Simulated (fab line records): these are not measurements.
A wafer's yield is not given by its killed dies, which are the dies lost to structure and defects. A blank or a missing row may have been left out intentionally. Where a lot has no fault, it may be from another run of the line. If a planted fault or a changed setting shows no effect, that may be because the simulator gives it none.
Which tool was responsible? / flow sky130 / 72 wafers from 24 lots sampled at 4 of the route's 708 steps

## WHAT THE GAUGES READ, wafer by wafer
SKY_CONTACT_OVL_MEAS_15. Usual: CONTACT_OVL gives -5 nm (standard deviation 5.5).
lot=L074; measured=day 31 20:28; on=overlay-02; CONTACT_OVL (nm)=-10 -14 -4; flag=
lot=L075; measured=day 32 10:35; on=overlay-02; CONTACT_OVL (nm)=-7 3 1; flag=
lot=L076; measured=day 33 00:32; on=overlay-02; CONTACT_OVL (nm)=5 -2 0; flag=
lot=L077; measured=day 33 04:37; on=overlay-01; CONTACT_OVL (nm)=-3 -11 -5; flag=
lot=L078; measured=day 33 08:14; on=overlay-01; CONTACT_OVL (nm)=-6 -9 -9; flag=
lot=L079; measured=day 33 23:36; on=overlay-01; CONTACT_OVL (nm)=-12 -5 -10; flag=
lot=L080; measured=day 34 18:18; on=overlay-01; CONTACT_OVL (nm)=-7 -9 -2; flag=
lot=L082; measured=day 34 18:38; on=overlay-01; CONTACT_OVL (nm)=-6 -3 1; flag=
lot=L081; measured=day 34 23:26; on=overlay-01; CONTACT_OVL (nm)=-16 -15 -12; flag=
lot=L083; measured=day 35 04:37; on=overlay-01; CONTACT_OVL (nm)=0 -10 0; flag=
lot=L084; measured=day 35 15:45; on=overlay-01; CONTACT_OVL (nm)=2 -5 -4; flag=
lot=L086; measured=day 35 17:57; on=overlay-01; CONTACT_OVL (nm)=-11 -12 -10; flag=
lot=L087; measured=day 35 20:11; on=overlay-02; CONTACT_OVL (nm)=-17 -12 -10; flag=
lot=L085; measured=day 35 20:33; on=overlay-02; CONTACT_OVL (nm)=-9 5 -8; flag=
lot=L088; measured=day 36 06:50; on=overlay-01; CONTACT_OVL (nm)=-7 -13 -1; flag=
lot=L089; measured=day 36 15:31; on=overlay-02; CONTACT_OVL (nm)=1 5 -1; flag=
lot=L090; measured=day 36 16:28; on=overlay-02; CONTACT_OVL (nm)=-6 -3 4; flag=
lot=L091; measured=day 37 08:50; on=overlay-01; CONTACT_OVL (nm)=-1 3 3; flag=
lot=L092; measured=day 37 16:56; on=overlay-01; CONTACT_OVL (nm)=-5 -5 -4; flag=
lot=L094; measured=day 37 19:38; on=overlay-02; CONTACT_OVL (nm)=-6 -8 -7; flag=
lot=L093; measured=day 37 21:38; on=overlay-02; CONTACT_OVL (nm)=0 -14 -7; flag=
lot=L095; measured=day 38 08:52; on=overlay-02; CONTACT_OVL (nm)=-7 1 -3; flag=
lot=L096; measured=day 38 10:30; on=overlay-02; CONTACT_OVL (nm)=-8 -9 -15; flag=
lot=L097; measured=day 38 18:44; on=overlay-02; CONTACT_OVL (nm)=0 -1 0; flag=

SKY_CAPM_THK_MEAS_04: measures by xrf. Usual: CAPM_TIN_THK gives 201.3 nm (standard deviation 2).
lot=L074; measured=day 36 16:32; on=film_metro-04; CAPM_TIN_THK (nm)=200.9 202.4 202.4; flag=
lot=L075; measured=day 37 05:33; on=film_metro-04; CAPM_TIN_THK (nm)=203.1 201.2 202.4; flag=
lot=L076; measured=day 37 19:46; on=film_metro-02; CAPM_TIN_THK (nm)=203.2 203.7 204.9; flag=
lot=L077; measured=day 37 22:31; on=film_metro-04; CAPM_TIN_THK (nm)=201.8 202.8 203.3; flag=
lot=L078; measured=day 38 00:42; on=film_metro-04; CAPM_TIN_THK (nm)=201.6 199.7 202.8; flag=
lot=L079; measured=day 38 15:17; on=film_metro-01; CAPM_TIN_THK (nm)=201.6 202.4 202.7; flag=
lot=L080; measured=day 39 08:59; on=film_metro-02; CAPM_TIN_THK (nm)=198.4 205.0 199.0; flag=
lot=L082; measured=day 39 09:55; on=film_metro-04; CAPM_TIN_THK (nm)=200.2 198.1 199.9; flag=
lot=L081; measured=day 39 14:20; on=film_metro-02; CAPM_TIN_THK (nm)=199.8 202.3 199.6; flag=
lot=L083; measured=day 39 19:41; on=film_metro-01; CAPM_TIN_THK (nm)=198.6 197.0 197.3; flag=
lot=L084; measured=day 40 04:53; on=film_metro-04; CAPM_TIN_THK (nm)=200.5 199.2 200.9; flag=
lot=L086; measured=day 40 07:14; on=film_metro-02; CAPM_TIN_THK (nm)=202.7 204.7 199.6; flag=
lot=L087; measured=day 40 08:44; on=film_metro-04; CAPM_TIN_THK (nm)=197.9 200.2 198.4; flag=
lot=L085; measured=day 40 10:40; on=film_metro-01; CAPM_TIN_THK (nm)=197.9 200.8 201.7; flag=
lot=L088; measured=day 40 18:50; on=film_metro-02; CAPM_TIN_THK (nm)=202.6 203.3 204.2; flag=
lot=L089; measured=day 41 03:42; on=film_metro-02; CAPM_TIN_THK (nm)=200.8 202.7 202.2; flag=
lot=L090; measured=day 41 03:53; on=film_metro-04; CAPM_TIN_THK (nm)=197.0 197.9 199.7; flag=
lot=L091; measured=day 41 18:56; on=film_metro-02; CAPM_TIN_THK (nm)=205.2 203.4 204.0; flag=
lot=L092; measured=day 42 03:38; on=film_metro-04; CAPM_TIN_THK (nm)=201.9 200.3 199.3; flag=
lot=L094; measured=day 42 06:04; on=film_metro-01; CAPM_TIN_THK (nm)=203.5 201.4 199.3; flag=
lot=L093; measured=day 42 07:44; on=film_metro-04; CAPM_TIN_THK (nm)=199.4 201.6 202.3; flag=
lot=L095; measured=day 42 17:47; on=film_metro-02; CAPM_TIN_THK (nm)=202.7 202.1 200.9; flag=
lot=L096; measured=day 43 04:58; on=film_metro-04; CAPM_TIN_THK (nm)=201.3 199.9 201.8; flag=
lot=L097; measured=day 43 02:26; on=film_metro-02; CAPM_TIN_THK (nm)=202.9 202.2 202.1; flag=

## WHAT TOOL EACH LOT RAN ON (gives the tool, then ch and the chambers of the sampled wafers, and finally the start)
lot=L074; SKY_LI_CONTACT_ETCH_15=rie_diel-04 ch 0,1,2, day 29 09:53; SKY_METAL2_SPUTTER_02=pvd_sputter-03, day 34 07:52
lot=L075; SKY_LI_CONTACT_ETCH_15=rie_diel-02 ch 0,2,3, day 30 01:52; SKY_METAL2_SPUTTER_02=pvd_sputter-03, day 34 21:26
lot=L076; SKY_LI_CONTACT_ETCH_15=rie_diel-04 ch 1,2,3, day 30 15:41; SKY_METAL2_SPUTTER_02=pvd_sputter-03, day 35 11:11
lot=L077; SKY_LI_CONTACT_ETCH_15=rie_diel-03 ch 0,1,3, day 30 18:50; SKY_METAL2_SPUTTER_02=pvd_sputter-04, day 35 14:33
lot=L078; SKY_LI_CONTACT_ETCH_15=rie_diel-02 ch 1,2, day 30 19:38; SKY_METAL2_SPUTTER_02=pvd_sputter-03, day 35 17:08
lot=L079; SKY_LI_CONTACT_ETCH_15=rie_diel-03 ch 0,2,3, day 31 15:13; SKY_METAL2_SPUTTER_02=pvd_sputter-03, day 36 08:53
lot=L080; SKY_LI_CONTACT_ETCH_15=rie_diel-03 ch 0,1,3, day 32 08:47; SKY_METAL2_SPUTTER_02=pvd_sputter-04, day 37 02:53
lot=L082; SKY_LI_CONTACT_ETCH_15=rie_diel-04 ch 0,2,3, day 32 11:13; SKY_METAL2_SPUTTER_02=pvd_sputter-03, day 37 03:48
lot=L081; SKY_LI_CONTACT_ETCH_15=rie_diel-04 ch 0,1, day 32 15:07; SKY_METAL2_SPUTTER_02=pvd_sputter-02, day 37 08:23
lot=L083; SKY_LI_CONTACT_ETCH_15=rie_diel-03 ch 0,1,3, day 32 19:55; SKY_METAL2_SPUTTER_02=pvd_sputter-02, day 37 14:00
lot=L084; SKY_LI_CONTACT_ETCH_15=rie_diel-04 ch 0,1,2, day 33 08:05; SKY_METAL2_SPUTTER_02=pvd_sputter-02, day 38 00:06
lot=L086; SKY_LI_CONTACT_ETCH_15=rie_diel-03 ch 0,2,3, day 33 09:16; SKY_METAL2_SPUTTER_02=pvd_sputter-04, day 38 02:14
lot=L087; SKY_LI_CONTACT_ETCH_15=rie_diel-03 ch 1,3, day 33 10:55; SKY_METAL2_SPUTTER_02=pvd_sputter-03, day 38 04:02
lot=L085; SKY_LI_CONTACT_ETCH_15=rie_diel-04 ch 0,1,3, day 33 11:16; SKY_METAL2_SPUTTER_02=pvd_sputter-03, day 38 05:01
lot=L088; SKY_LI_CONTACT_ETCH_15=rie_diel-03 ch 0,1,2, day 33 23:01; SKY_METAL2_SPUTTER_02=pvd_sputter-02, day 38 14:17
lot=L089; SKY_LI_CONTACT_ETCH_15=rie_diel-02 ch 1,2,3, day 34 06:52; SKY_METAL2_SPUTTER_02=pvd_sputter-03, day 38 23:32
lot=L090; SKY_LI_CONTACT_ETCH_15=rie_diel-04 ch 1,3, day 34 09:43; SKY_METAL2_SPUTTER_02=pvd_sputter-02, day 39 00:11
lot=L091; SKY_LI_CONTACT_ETCH_15=rie_diel-02 ch 0,2, day 35 01:32; SKY_METAL2_SPUTTER_02=pvd_sputter-03, day 39 15:36
lot=L092; SKY_LI_CONTACT_ETCH_15=rie_diel-03 ch 0,1,2, day 35 09:07; SKY_METAL2_SPUTTER_02=pvd_sputter-03, day 39 23:26
lot=L094; SKY_LI_CONTACT_ETCH_15=rie_diel-03 ch 2,3, day 35 12:05; SKY_METAL2_SPUTTER_02=pvd_sputter-03, day 40 02:14
lot=L093; SKY_LI_CONTACT_ETCH_15=rie_diel-03 ch 0,2,3, day 35 15:02; SKY_METAL2_SPUTTER_02=pvd_sputter-02, day 40 03:53
lot=L095; SKY_LI_CONTACT_ETCH_15=rie_diel-02 ch 1,3, day 36 03:19; SKY_METAL2_SPUTTER_02=pvd_sputter-03, day 40 14:35
lot=L096; SKY_LI_CONTACT_ETCH_15=rie_diel-04 ch 0,1,3, day 36 04:28; SKY_METAL2_SPUTTER_02=pvd_sputter-04, day 41 02:16
lot=L097; SKY_LI_CONTACT_ETCH_15=rie_diel-04 ch 0,2, day 36 12:26; SKY_METAL2_SPUTTER_02=pvd_sputter-03, day 41 00:03
- SKY_LI_CONTACT_ETCH_15: etches PSG in C4F8/O2/Ar, stops on Si, target depth 600 nm.
- SKY_METAL2_SPUTTER_02: material AlCu, target thk 250 nm, time 13.3 s.

## AS READ BY THE TOOLS THEMSELVES (means over the sampled wafers that have a number; for cases with no such wafer, the mark the record gives instead)
SKY_LI_CONTACT_ETCH_15. Usual: oes_product_au reads 0.837 a.u. (standard deviation 0.0049).
lot=L074; tool=rie_diel-04; oes_product_au (a.u.)=0.834; flag=
lot=L075; tool=rie_diel-02; oes_product_au (a.u.)=0.834; flag=
lot=L076; tool=rie_diel-04; oes_product_au (a.u.)=0.839; flag=
lot=L077; tool=rie_diel-03; oes_product_au (a.u.)=0.840; flag=
lot=L078; tool=rie_diel-02; oes_product_au (a.u.)=0.840; flag=
lot=L079; tool=rie_diel-03; oes_product_au (a.u.)=0.840; flag=
lot=L080; tool=rie_diel-03; oes_product_au (a.u.)=0.842; flag=
lot=L082; tool=rie_diel-04; oes_product_au (a.u.)=0.833; flag=
lot=L081; tool=rie_diel-04; oes_product_au (a.u.)=0.834; flag=
lot=L083; tool=rie_diel-03; oes_product_au (a.u.)=0.839; flag=
lot=L084; tool=rie_diel-04; oes_product_au (a.u.)=0.834; flag=
lot=L086; tool=rie_diel-03; oes_product_au (a.u.)=0.832; flag=
lot=L087; tool=rie_diel-03; oes_product_au (a.u.)=0.835; flag=
lot=L085; tool=rie_diel-04; oes_product_au (a.u.)=0.840; flag=
lot=L088; tool=rie_diel-03; oes_product_au (a.u.)=0.837; flag=
lot=L089; tool=rie_diel-02; oes_product_au (a.u.)=0.832; flag=
lot=L090; tool=rie_diel-04; oes_product_au (a.u.)=0.841; flag=
lot=L091; tool=rie_diel-02; oes_product_au (a.u.)=0.832; flag=
lot=L092; tool=rie_diel-03; oes_product_au (a.u.)=0.835; flag=
lot=L094; tool=rie_diel-03; oes_product_au (a.u.)=0.837; flag=
lot=L093; tool=rie_diel-03; oes_product_au (a.u.)=0.841; flag=
lot=L095; tool=rie_diel-02; oes_product_au (a.u.)=0.842; flag=
lot=L096; tool=rie_diel-04; oes_product_au (a.u.)=0.836; flag=
lot=L097; tool=rie_diel-04; oes_product_au (a.u.)=0.836; flag=

SKY_METAL2_SPUTTER_02. Usual: cathode_dc_power_W 10600 W, standard deviation 2; throttle_valve_pct 29.7 %, standard deviation 1.
lot=L074; tool=pvd_sputter-03; cathode_dc_power_W (W)=10599; throttle_valve_pct (%)=29.0; flag=
lot=L075; tool=pvd_sputter-03; cathode_dc_power_W (W)=10599; throttle_valve_pct (%)=29.0; flag=
lot=L076; tool=pvd_sputter-03; cathode_dc_power_W (W)=10601; throttle_valve_pct (%)=30.6; flag=
lot=L077; tool=pvd_sputter-04; cathode_dc_power_W (W)=10601; throttle_valve_pct (%)=30.8; flag=
lot=L078; tool=pvd_sputter-03; cathode_dc_power_W (W)=10600; throttle_valve_pct (%)=29.1; flag=
lot=L079; tool=pvd_sputter-03; cathode_dc_power_W (W)=10600; throttle_valve_pct (%)=29.5; flag=
lot=L080; tool=pvd_sputter-04; cathode_dc_power_W (W)=10598; throttle_valve_pct (%)=30.8; flag=
lot=L082; tool=pvd_sputter-03; cathode_dc_power_W (W)=10601; throttle_valve_pct (%)=29.9; flag=
lot=L081; tool=pvd_sputter-02; cathode_dc_power_W (W)=10599; throttle_valve_pct (%)=30.0; flag=
lot=L083; tool=pvd_sputter-02; cathode_dc_power_W (W)=10600; throttle_valve_pct (%)=29.6; flag=
lot=L084; tool=pvd_sputter-02; cathode_dc_power_W (W)=10601; throttle_valve_pct (%)=29.5; flag=
lot=L086; tool=pvd_sputter-04; cathode_dc_power_W (W)=10600; throttle_valve_pct (%)=30.5; flag=
lot=L087; tool=pvd_sputter-03; cathode_dc_power_W (W)=10602; throttle_valve_pct (%)=28.6; flag=
lot=L085; tool=pvd_sputter-03; cathode_dc_power_W (W)=10600; throttle_valve_pct (%)=29.8; flag=
lot=L088; tool=pvd_sputter-02; cathode_dc_power_W (W)=10601; throttle_valve_pct (%)=29.1; flag=
lot=L089; tool=pvd_sputter-03; cathode_dc_power_W (W)=10599; throttle_valve_pct (%)=29.2; flag=
lot=L090; tool=pvd_sputter-02; cathode_dc_power_W (W)=10600; throttle_valve_pct (%)=29.9; flag=
lot=L091; tool=pvd_sputter-03; cathode_dc_power_W (W)=10600; throttle_valve_pct (%)=29.6; flag=
lot=L092; tool=pvd_sputter-03; cathode_dc_power_W (W)=10599; throttle_valve_pct (%)=29.1; flag=
lot=L094; tool=pvd_sputter-03; cathode_dc_power_W (W)=10599; throttle_valve_pct (%)=29.6; flag=
lot=L093; tool=pvd_sputter-02; cathode_dc_power_W (W)=10600; throttle_valve_pct (%)=28.7; flag=
lot=L095; tool=pvd_sputter-03; cathode_dc_power_W (W)=10598; throttle_valve_pct (%)=29.9; flag=
lot=L096; tool=pvd_sputter-04; cathode_dc_power_W (W)=10600; throttle_valve_pct (%)=31.1; flag=
lot=L097; tool=pvd_sputter-03; cathode_dc_power_W (W)=10602; throttle_valve_pct (%)=28.9; flag=

## THE ANSWER, worked out from the rows above alone
Rule: a lot is off if the mean of its wafers that have a number lies more than 3 standard deviations from the usual mean. A lot without any number at a reading at which 4 lots or more have one is off too. All remaining lots with rows at the step are treated as sound. First the gauges in route order, then the tools' own readings, where a lot's mean is used as printed above. The first step at which some lot is off is used, and at that step the reading that is off furthest; a lot without a number counts as furthest.
None of the lots is off at any reading shown; this tells nothing.

## WHAT HAD BEEN PUT IN BY THE SIMULATOR
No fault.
